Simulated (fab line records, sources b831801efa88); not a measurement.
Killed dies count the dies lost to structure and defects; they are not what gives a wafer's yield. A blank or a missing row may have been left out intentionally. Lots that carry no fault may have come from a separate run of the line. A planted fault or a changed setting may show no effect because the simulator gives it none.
Split-lot study | flow sfq-line | 23 wafers read from 5 lots, route of 325 steps

ON THE SPLIT
At SFQ_TRILAYER_M0_LITHO_PEB_024 (peb time 60 s), the setting peb-temp-c was moved away from the recipe's 115 C on 11 of the 23 wafers read, by -2.3% to +3.1%. All remaining wafers had this setting at the recipe value.

SPLIT TO READING: what lies between them in the file, 1 step
- SFQ_TRILAYER_M0_LITHO_DEVELOP_023: time 60 s

THE READING
M0.cd-nm (the simulator's own value, which no gauge read), in nm, at SFQ_TRILAYER_M0_BARC_OPEN_METAL_ETCH_031 (etches BARC in O2, target depth 125 nm, time 41.7 s). No usual value for it is given in the file. Here, 12 wafers ran the recipe; their average is 500.0 nm with a standard deviation of 1.2 nm.

wafer  | tool, chamber at the split | peb-temp-c as run, C | against the recipe | M0.cd-nm, nm | against lot-mates on the recipe
L074.3 | litho-track-04, 0          | 115                  | recipe             | 500.6        | -
L074.4 | litho-track-04, 0          | 115                  | recipe             | 501.3        | -
L074.5 | litho-track-04, 0          | 115                  | recipe             | 501          | -
L078.1 | litho-track-04, 0          | 115                  | recipe             | 500.6        | -
L078.2 | litho-track-04, 0          | 113.2                | -1.6%              | 537.2        | +36.6
L078.4 | litho-track-04, 0          | 113.2                | -1.6%              | 536.3        | +35.6
L078.5 | litho-track-04, 0          | 115                  | recipe             | 500.7        | -
L078.6 | litho-track-04, 0          | 113.2                | -1.6%              | 538.6        | +38.0
L079.1 | litho-track-01, 0          | 112.3                | -2.3%              | 555.7        | +55.4
L079.2 | litho-track-01, 0          | 115                  | recipe             | 499.7        | -
L079.3 | litho-track-01, 0          | 115                  | recipe             | 500.9        | -
L079.4 | litho-track-01, 0          | 112.3                | -2.3%              | 557.1        | +56.8
L079.6 | litho-track-01, 0          | 115                  | recipe             | 500.4        | -
L083.1 | litho-track-02, 0          | 115                  | recipe             | 500.7        | -
L083.2 | litho-track-02, 0          | 118.6                | +3.1%              | 445.2        | -54.2
L083.4 | litho-track-02, 0          | 115                  | recipe             | 498          | -
L083.5 | litho-track-02, 0          | 118.6                | +3.1%              | 442.5        | -56.9
L083.6 | litho-track-02, 0          | 118.6                | +3.1%              | 444.3        | -55.1
L084.1 | litho-track-04, 0          | 115                  | recipe             | 498          | -
L084.2 | litho-track-04, 0          | 115                  | recipe             | 497.7        | -
L084.3 | litho-track-04, 0          | 117.3                | +2.0%              | 460.1        | -37.8
L084.4 | litho-track-04, 0          | 117.3                | +2.0%              | 460.7        | -37.2
L084.5 | litho-track-04, 0          | 117.3                | +2.0%              | 459.6        | -38.2

FIT RESULTS
A straight line over all 23 wafers: M0.cd-nm changes by -20.4 nm for each +1% of peb-temp-c; r = -0.99; the points scatter about the line by 3.7 nm.
The same after taking each lot's own level away (the mean of its wafers on the recipe; 23 wafers): -20 nm for each +1%; r = -0.99; scatter 3.6 nm.
On that fit, the largest move of peb-temp-c shifts the reading by 63 nm.
The span of the lots' own levels, 497.85 to 500.97 nm, comes to 2.5 times the standard deviation stated above.
So the lot-to-lot level changes the slope little: the two slopes agree.
Check: for one of the wafers moved furthest among these (+3.1%), held out of the fit, the line's prediction against its lot-mates is -61.3 nm. Against them it came out at -54.2 nm.

THE OTHER SPLITS THESE WAFERS WENT THROUGH
Before the reading, these wafers also passed through other splits. Each is held against what the fit with the lots' levels taken away leaves over:
other split on the same wafers                  | wafers away from the commonest value | r with M0.cd-nm (lot level and that fit taken away)
SFQ_TRILAYER_INCOMING_OXIDATION_002 temp-c      | 18                                   | -0.05
SFQ_TRILAYER_L0_LITHO_PEB_008 peb-time-s        | 6                                    | -0.28
SFQ_TRILAYER_L0_BARC_OPEN_METAL_ETCH_010 bias-w | 10                                   | +0.19
SFQ_TRILAYER_L0_VIA_LITHO_PEB_016 peb-temp-c    | 7                                    | +0.06
SFQ_TRILAYER_M0_DEP_SPUTTER_019 time-s          | 11                                   | +0.46
SFQ_TRILAYER_M0_LITHO_COAT_021 spin-rpm         | 6                                    | -0.18

FILE'S OWN FIT
M0.cd-nm changes by -20.1 nm for each +1% of peb-temp-c, r = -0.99.
